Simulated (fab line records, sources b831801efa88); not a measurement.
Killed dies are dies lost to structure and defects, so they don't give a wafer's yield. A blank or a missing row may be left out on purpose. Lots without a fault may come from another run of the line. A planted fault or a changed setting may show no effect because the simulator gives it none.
One fault seen from 2 desks | flow sky130 | each desk has only its own numbers; what lay behind them comes last

THE TOOL OWNER'S DESK: implanter-01
The tool's own readings at SKY_LDD_HVN_IMPLANT_08: means of the sampled wafers that have a number, for each lot that ran on this tool. A lot is out of limits, marked OUT, if its mean lies more than 4 standard deviations from the usual mean; the brackets give that distance.
Columns: A = beam_on_s at SKY_LDD_HVN_IMPLANT_08, usual 9.99 s
lot  | first seen here | A
L671 | day 20 07:49    | 9.98
L673 | day 20 21:37    | 10.13
L672 | day 21 07:32    | 10.11
L674 | day 21 10:43    | 10.17
L675 | day 21 17:05    | 10.19
L684 | day 25 04:59    | 9.84
L685 | day 25 16:19    | 9.95
L694 | day 28 08:31    | 9.96
This desk's finding: nothing out of limits on any of the 8 lots.

THE METROLOGY DESK
What the gauges read, lot by lot, whatever tool the lot ran on: means of the sampled wafers that have a number. A lot is out of limits, marked OUT, if its mean lies more than 4 standard deviations from the usual mean; the brackets give that distance.
Columns: A = cd_nm at SKY_SONOS_ONO_CD_MEAS_13, usual 409.6 nm; B = POLY_GATE_CVD_03_THK at SKY_POLY_GATE_THK_MEAS_04, usual 75.1 nm; C = LDD_HVN_TW at SKY_LDD_HVN_TW_MEAS_10, usual 1436
lot  | first seen here | A     | B    | C
L671 | day 12 16:38    | 410.6 | 75.6 | 1437
L673 | day 13 05:42    | 408.2 | 75.9 | 1444
L672 | day 13 10:18    | 410.1 | 75.6 | 1459
L674 | day 13 13:41    | 411.1 | 75.8 | 1415
L675 | day 13 19:49    | 411.4 | 76.6 | 1411
L684 | day 17 01:17    | 411.7 | 75.6 | 1420
L685 | day 17 14:53    | 410.3 | 75.1 | 1443
L687 | day 18 01:07    | 408.8 | 75.2 | 1442
L688 | day 18 18:52    | 408.5 | 75.8 | 1426
L690 | day 19 10:10    | 410.6 | 74.6 | 1431
L689 | day 19 14:43    | 411.1 | 74.4 | 1432
L694 | day 20 12:54    | 409.4 | 75.6 | 1430
This desk's finding: nothing out of limits on any of the 12 lots.

PUT TOGETHER
The tool owner's desk saw nothing out of limits.
The metrology desk saw nothing out of limits.

WHAT THE SIMULATOR HAD PUT IN
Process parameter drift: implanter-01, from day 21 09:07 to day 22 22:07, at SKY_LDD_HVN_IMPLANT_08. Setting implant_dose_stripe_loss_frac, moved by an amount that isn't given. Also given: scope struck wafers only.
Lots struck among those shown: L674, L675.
